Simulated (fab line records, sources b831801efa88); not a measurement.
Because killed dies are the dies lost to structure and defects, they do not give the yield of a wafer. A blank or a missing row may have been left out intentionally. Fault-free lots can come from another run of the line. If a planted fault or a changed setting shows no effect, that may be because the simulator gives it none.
Which tool did it? -- flow gf180mcu -- 12 lots with 36 wafers sampled at 4 steps, on a route of 602 steps

WHAT THE GAUGES READ, wafer by wafer
The record holds no reading of a measuring or inspecting step that can be judged against a usual standard deviation.

WHICH TOOL RAN EACH LOT (tool, then ch and the chambers of the sampled wafers, then the start)
lot,GF_CONTACT_CVD_02,GF_CONTACT_ETCH_16,GF_CONTACT_CVD_24,GF_M1_SPUTTER_00
L468,"pecvd-04 ch 1,2, day 15 22:10","rie-diel-02 ch 0,3, day 16 20:56","cvd-w-01 ch 0,1, day 16 21:31","pvd-sputter-04, day 16 22:06"
L469,"pecvd-04 ch 0,1, day 16 04:16","rie-diel-03 ch 0,2,3, day 17 02:47","cvd-w-01 ch 0,1, day 17 03:22","pvd-sputter-02, day 17 03:56"
L470,"pecvd-02 ch 0,1, day 16 09:55","rie-diel-03 ch 2,3, day 17 08:55","cvd-w-01 ch 1, day 17 09:29","pvd-sputter-04, day 17 10:04"
L472,"pecvd-04 ch 0,1,2, day 17 03:09","rie-diel-01 ch 0,1,3, day 18 03:14","cvd-w-01 ch 0,1, day 18 03:53","pvd-sputter-01, day 18 04:26"
L473,"pecvd-01 ch 0,2, day 17 14:59","rie-diel-02 ch 1,2,3, day 18 14:59","cvd-w-01 ch 0, day 18 15:33","pvd-sputter-04, day 18 16:08"
L475,"pecvd-02 ch 0,1,2, day 18 14:14","rie-diel-02 ch 1,2, day 19 15:19","cvd-w-02 ch 0,1, day 19 15:54","pvd-sputter-02, day 19 16:29"
L479,"pecvd-02 ch 0,1, day 19 22:38","rie-diel-01 ch 0,1, day 20 23:41","cvd-w-01 ch 0,1, day 21 00:15","pvd-sputter-02, day 21 00:50"
L480,"pecvd-04 ch 0,1,2, day 20 06:25","rie-diel-03 ch 1,3, day 21 11:17","cvd-w-02 ch 0,1, day 21 11:51","pvd-sputter-02, day 21 12:26"
L481,"pecvd-01 ch 0,1,2, day 20 11:49","rie-diel-02 ch 2,3, day 21 12:50","cvd-w-02 ch 0,1, day 21 13:26","pvd-sputter-01, day 21 14:02"
L485,"pecvd-04 ch 0,1, day 21 22:14","rie-diel-03 ch 0,1,3, day 22 21:44","cvd-w-02 ch 0,1, day 22 22:24","pvd-sputter-04, day 22 22:59"
L486,"pecvd-01 ch 0,1,2, day 22 10:46","rie-diel-02 ch 2,3, day 23 10:28","cvd-w-02 ch 0,1, day 23 11:04","pvd-sputter-02, day 23 11:37"
L487,"pecvd-01 ch 0,1, day 22 14:26","rie-diel-01 ch 0,1,3, day 23 14:32","cvd-w-01 ch 0,1, day 23 15:06","pvd-sputter-04, day 23 15:42"
- GF_CONTACT_CVD_02: deposits SiO2 from TEOS, target thk 860 nm, time 95.992 s.
- GF_CONTACT_ETCH_16: etches BARC in N2/H2.
- GF_CONTACT_CVD_24: deposits W, target thk 300 nm, time 90.339 s.
- GF_M1_SPUTTER_00: material Ti, target thk 37.5 nm, time 150 s.

AS READ BY THE TOOLS THEMSELVES (means over the sampled wafers that have a number; for cases with no such wafer, the mark the record gives instead)
GF_CONTACT_CVD_02. Usual: 654 W for heater-power-w, sd 83.
lot,tool,heater-power-w (W),flag
L468,pecvd-04,671,
L469,pecvd-04,632,
L470,pecvd-02,685,
L472,pecvd-04,702,
L473,pecvd-01,599,
L475,pecvd-02,615,
L479,pecvd-02,699,
L480,pecvd-04,723,
L481,pecvd-01,603,
L485,pecvd-04,687,
L486,pecvd-01,600,
L487,pecvd-01,599,

GF_CONTACT_ETCH_16. Usual: drypump-motor-current-A 6.04 A, standard deviation 0.14; h2-flow-sccm 200.0 sccm, standard deviation 0.69; oes-product-au 0.855 a.u., standard deviation 0.0052; throttle-valve-pct 13.225 %, standard deviation 0.0088.
lot,tool,drypump-motor-current-A (A),h2-flow-sccm (sccm),oes-product-au (a.u.),throttle-valve-pct (%),flag
L468,rie-diel-02,5.91,199.9,0.854,13.229,
L469,rie-diel-03,6.06,200.4,0.859,13.220,
L470,rie-diel-03,6.18,200.2,0.858,13.224,
L472,rie-diel-01,5.97,199.9,0.854,13.222,
L473,rie-diel-02,6.07,200.4,0.853,13.219,
L475,rie-diel-02,6.12,199.9,0.857,13.228,
L479,rie-diel-01,5.86,201.2,0.854,13.239,
L480,rie-diel-03,6.21,199.8,0.857,13.226,
L481,rie-diel-02,5.98,200.4,0.854,13.230,
L485,rie-diel-03,6.08,199.7,0.856,13.236,
L486,rie-diel-02,5.97,199.7,0.858,13.228,
L487,rie-diel-01,5.95,200.2,0.856,13.212,

GF_CONTACT_CVD_24. Usual: 909 W for heater-power-w, sd 68.
lot,tool,heater-power-w (W),flag
L468,cvd-w-01,859,
L469,cvd-w-01,866,
L470,cvd-w-01,800,
L472,cvd-w-01,864,
L473,cvd-w-01,957,
L475,cvd-w-02,935,
L479,cvd-w-01,857,
L480,cvd-w-02,963,
L481,cvd-w-02,954,
L485,cvd-w-02,944,
L486,cvd-w-02,957,
L487,cvd-w-01,920,

GF_M1_SPUTTER_00. Usual: cathode-dc-power-W 4000.0 W, standard deviation 0.62; chamber-pressure-pa 2.000 Pa, standard deviation 0.0043; throttle-valve-pct 30.2 %, standard deviation 0.98.
lot,tool,cathode-dc-power-W (W),chamber-pressure-pa (Pa),throttle-valve-pct (%),flag
L468,pvd-sputter-04,4000.3,2.004,29.7,
L469,pvd-sputter-02,4000.4,2.000,30.9,
L470,pvd-sputter-04,3999.8,2.000,30.2,
L472,pvd-sputter-01,-,-,-,OFF
L473,pvd-sputter-04,-,-,-,OFF
L475,pvd-sputter-02,3999.9,1.997,29.9,
L479,pvd-sputter-02,4000.6,2.000,30.2,
L480,pvd-sputter-02,4000.4,2.004,29.0,
L481,pvd-sputter-01,3999.9,2.002,29.8,
L485,pvd-sputter-04,4000.3,2.005,30.1,
L486,pvd-sputter-02,3999.5,1.998,30.0,
L487,pvd-sputter-04,3999.7,2.000,29.7,

THE ANSWER, worked out from the rows above alone
Rule: take the mean of a lot's wafers that have a number; if it is more than 3 standard deviations from the usual mean, the lot is off. Also off: a lot with no number at a reading for which 4 or more lots have one. All remaining lots with rows at the step are treated as sound. First the gauges in route order, then the tools' own readings, where a lot's mean is used as printed above. The first step at which some lot is off is used, and at that step the reading that is off furthest; a lot without a number counts as furthest.
Off: L472, L473 (GF_M1_SPUTTER_00, cathode-dc-power-W). Without a number there: L472, L473.
A tool fits if, at that step or a process step before it, it ran every lot that is off, and no sound lot after the first of them. Of those tried, none fits.

WHAT THE SIMULATOR HAD INSERTED
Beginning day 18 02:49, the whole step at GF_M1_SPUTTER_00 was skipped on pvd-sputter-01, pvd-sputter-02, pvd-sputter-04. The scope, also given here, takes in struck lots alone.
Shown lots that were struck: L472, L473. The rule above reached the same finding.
